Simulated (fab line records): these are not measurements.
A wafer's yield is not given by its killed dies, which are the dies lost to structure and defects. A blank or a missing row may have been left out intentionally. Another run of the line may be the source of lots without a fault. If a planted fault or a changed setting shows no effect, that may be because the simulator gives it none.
8D (eight disciplines) problem report, filled in by code ; flow gf180mcu ; the parts of the form that need people (team, actions taken, sign-off) are left out

== 1. PROBLEM STATEMENT ==
Across 6 wafers from 2 lots, V3_W_RS at GF_V3_RS_MEAS_24 averages 0.290 ohm/sq, while fault-free wafers read 0.330 ohm/sq with a standard deviation of 0.0032. Relative to the usual mean, that is a shift of -12 standard deviations.
The step: measures by four-point-probe.
First observed at day 27 07:59: wafer L928.4, on film_metro-02. At this step, 33 wafers from 11 lots have a number in the record. The rule behind "out" and "out of limits": a value lying over 4 standard deviations away from the usual mean. The other wafers with a number count as sound.

== 2. WHAT IT IS; WHAT IT IS NOT ==
question;is;is not
which readings at this step;V3_W_RS;-
which lots;L928, L929;L914, L915, L918, L919, L920, L924, L931, L934, L937
which wafers of those lots;all that have a number;-
read on which gauges;film_metro-02;film_metro-04
when;from day 27 07:59;"up to then (18 sound wafers); but 9 sound wafers of L931, L934, L937 came after"

== 3. THE SUSPECTS, EACH WITH WHAT RULES IT OUT ==
Counting: a tool at any process step up to the reading remains a suspect when it ran all the lots that are out and ran no sound lot after the first of those.
- the gauge at GF_V3_RS_MEAS_24: ruled out. All the wafers that are out were read on film_metro-02, but those of them that GF_V3_CVD_23 has rows for are out there too, on other tools.
- cvd_w-01 at GF_V3_CVD_23 (deposits W, target thk 350 nm, time 104.9 s): kept. It ran every lot that is out, first L928 (day 27 07:51), and no sound lot after that; its last sound lot up to then is L924 (day 26 05:32). Its own readings are out on those wafers: chamber_pressure_Torr.
Remaining after the count: cvd_w-01 at GF_V3_CVD_23.

== 4. THE CAUSE (what the simulator had put in) ==
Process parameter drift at GF_V3_CVD_23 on cvd_w-01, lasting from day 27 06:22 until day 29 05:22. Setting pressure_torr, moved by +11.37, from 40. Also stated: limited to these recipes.
The count eliminated every tool but this one.

== 5. SEQUENCE OF EFFECTS, ordered by route ==
Each row: a reading where the mean over the struck wafers with a number is more than 3 standard deviations away from the usual. Only readings for which the record gives a usual standard deviation are gone through. hours: the time from each lot's start at the first step in this table that gives one to its start at this step, as a median over the lots. sigmas: the change in usual standard deviations.
hours;step;reading;usual;on struck wafers;change;sigmas
0;GF_V3_CVD_23;chamber_pressure_Torr;39.98 Torr;51.36;+11.38;+99 or more
0;GF_V3_RS_MEAS_24;V3_W_RS;0.330 ohm/sq;0.290;-0.040;-12
0;GF_V3_THK_MEAS_25;V3_W_THK;339 nm;382;+43;+13
0;GF_V3_CMP_26;time_to_endpoint_s;85.2 s;97.1;+11.9;+4.2
Process steps it contains:
- GF_V3_CVD_23: deposits W, target thk 350 nm, time 104.9 s.
- GF_V3_CMP_26: polishes, stops on SiO2, t overpolish 15 s, target thk 0 nm.

== 6. HOW IT WOULD HAVE BEEN CAUGHT EARLIER ==
The first out-of-limits reading at a measuring or inspecting step in this record came at day 27 07:59, 2 hours after the fault's start at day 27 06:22.
The tool's own readings at GF_V3_CVD_23 were out on every struck wafer that the step has a row for (chamber_pressure_Torr): an alarm limit on them would have fired on the first of those.
L929, from the lots that are out (2), started GF_V3_CVD_23 on cvd_w-01 later than day 27 07:59. Holding the tool at that time would have saved it.
